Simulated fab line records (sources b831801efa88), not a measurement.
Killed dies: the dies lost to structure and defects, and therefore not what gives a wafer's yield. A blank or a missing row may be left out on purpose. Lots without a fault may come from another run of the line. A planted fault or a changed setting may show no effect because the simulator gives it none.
Which tool did it? :: flow sky130 :: 12 lots with 36 wafers sampled at 2 steps, on a route of 708 steps

## WHAT EACH GAUGE READ, for each wafer
SKY_VIA4_OVL_MEAS_11. Usual: VIA4_OVL typically reads 0.1 nm, with standard deviation 1.1.
lot: L579
measured: day 42 18:26
on: overlay-02
VIA4_OVL (nm): -0.5 -0.8 -0.4
flag: 

lot: L581
measured: day 43 15:11
on: overlay-02
VIA4_OVL (nm): -0.2 0.6 -0.8
flag: 

lot: L582
measured: day 44 07:00
on: overlay-02
VIA4_OVL (nm): -0.5 -0.9 -0.4
flag: 

lot: L588
measured: day 45 06:41
on: overlay-01
VIA4_OVL (nm): -0.9 -1.9 0.0
flag: 

lot: L590
measured: day 45 23:01
on: overlay-01
VIA4_OVL (nm): 0.3 -1.2 0.3
flag: 

lot: L589
measured: day 46 01:07
on: overlay-01
VIA4_OVL (nm): 2.0 -1.2 -0.7
flag: 

lot: L591
measured: day 46 05:45
on: overlay-01
VIA4_OVL (nm): -0.6 0.3 -0.1
flag: 

lot: L597
measured: day 47 11:33
on: overlay-02
VIA4_OVL (nm): 1.8 -1.5 -0.1
flag: 

lot: L599
measured: day 47 20:13
on: overlay-01
VIA4_OVL (nm): 1.8 1.2 1.0
flag: 

lot: L600
measured: day 48 04:08
on: overlay-01
VIA4_OVL (nm): -0.5 1.0 -1.0
flag: 

lot: L601
measured: day 48 21:53
on: overlay-01
VIA4_OVL (nm): 0.2 1.8 -0.1
flag: 

lot: L602
measured: day 48 22:51
on: overlay-01
VIA4_OVL (nm): 1.3 -0.1 2.1
flag: 

## EACH LOT AND THE TOOL THAT RAN IT (in order: tool; ch and the chambers of the sampled wafers; start)
lot: L579
SKY_VIA1_ETCH_14: rieDiel-02 ch 2,3, day 33 22:45

lot: L581
SKY_VIA1_ETCH_14: rieDiel-01 ch 1,2,3, day 34 22:51

lot: L582
SKY_VIA1_ETCH_14: rieDiel-01 ch 0,1,2, day 35 15:40

lot: L588
SKY_VIA1_ETCH_14: rieDiel-02 ch 1,2, day 37 00:06

lot: L590
SKY_VIA1_ETCH_14: rieDiel-01 ch 1,3, day 37 16:36

lot: L589
SKY_VIA1_ETCH_14: rieDiel-01 ch 0,1,2, day 37 19:04

lot: L591
SKY_VIA1_ETCH_14: rieDiel-01 ch 0,1, day 37 20:33

lot: L597
SKY_VIA1_ETCH_14: rieDiel-04 ch 0,1, day 39 16:22

lot: L599
SKY_VIA1_ETCH_14: rieDiel-04 ch 0,2,3, day 39 23:07

lot: L600
SKY_VIA1_ETCH_14: rieDiel-04 ch 0,3, day 40 08:07

lot: L601
SKY_VIA1_ETCH_14: rieDiel-02 ch 0,1, day 41 06:24

lot: L602
SKY_VIA1_ETCH_14: rieDiel-02 ch 1,2,3, day 41 07:06
- SKY_VIA1_ETCH_14: etches BARC in N2/H2, stops on SiO2, time 45.9 s, target depth 60 nm.

## WHAT THE TOOLS THEMSELVES READ (means of the sampled wafers that have a number; where no wafer has one, the mark that the record gives instead)
SKY_VIA1_ETCH_14. Usual: drypumpMotorCurrentA 5.8 A, standard deviation 0.39; oesProductAu 0.855 a.u., standard deviation 0.0045; throttleValvePct 13.225 %, standard deviation 0.0099.
lot: L579
tool: rieDiel-02
drypumpMotorCurrentA (A): 5.5
oesProductAu (a.u.): 0.858
throttleValvePct (%): 13.229
flag: 

lot: L581
tool: rieDiel-01
drypumpMotorCurrentA (A): 5.7
oesProductAu (a.u.): 0.853
throttleValvePct (%): 13.231
flag: 

lot: L582
tool: rieDiel-01
drypumpMotorCurrentA (A): 5.8
oesProductAu (a.u.): 0.854
throttleValvePct (%): 13.226
flag: 

lot: L588
tool: rieDiel-02
drypumpMotorCurrentA (A): 5.4
oesProductAu (a.u.): 0.856
throttleValvePct (%): 13.226
flag: 

lot: L590
tool: rieDiel-01
drypumpMotorCurrentA (A): 5.5
oesProductAu (a.u.): 0.853
throttleValvePct (%): 13.222
flag: 

lot: L589
tool: rieDiel-01
drypumpMotorCurrentA (A): 5.8
oesProductAu (a.u.): 0.855
throttleValvePct (%): 13.216
flag: 

lot: L591
tool: rieDiel-01
drypumpMotorCurrentA (A): 5.7
oesProductAu (a.u.): 0.851
throttleValvePct (%): 13.231
flag: 

lot: L597
tool: rieDiel-04
drypumpMotorCurrentA (A): 6.0
oesProductAu (a.u.): 0.855
throttleValvePct (%): 13.216
flag: 

lot: L599
tool: rieDiel-04
drypumpMotorCurrentA (A): 6.1
oesProductAu (a.u.): 0.858
throttleValvePct (%): 13.222
flag: 

lot: L600
tool: rieDiel-04
drypumpMotorCurrentA (A): 6.3
oesProductAu (a.u.): 0.856
throttleValvePct (%): 13.230
flag: 

lot: L601
tool: rieDiel-02
drypumpMotorCurrentA (A): 5.9
oesProductAu (a.u.): 0.852
throttleValvePct (%): 13.226
flag: 

lot: L602
tool: rieDiel-02
drypumpMotorCurrentA (A): 5.8
oesProductAu (a.u.): 0.855
throttleValvePct (%): 13.223
flag: 

## THE ANSWER, worked out from the rows above alone
Rule: lot off if the mean of its wafers having a number is beyond 3 standard deviations from the usual mean. A lot without any number at a reading at which 4 lots or more have one is off too. All remaining lots with rows at the step are treated as sound. The gauges are gone through in route order, then the tools' own readings, and for those a lot's mean is taken as printed above. The first step at which some lot is off is used, and at that step the reading that is off furthest; a lot without a number counts as furthest.
Across all readings shown, no lot is off: no conclusion can be drawn from this.

## WHAT WAS PUT IN BY THE SIMULATOR
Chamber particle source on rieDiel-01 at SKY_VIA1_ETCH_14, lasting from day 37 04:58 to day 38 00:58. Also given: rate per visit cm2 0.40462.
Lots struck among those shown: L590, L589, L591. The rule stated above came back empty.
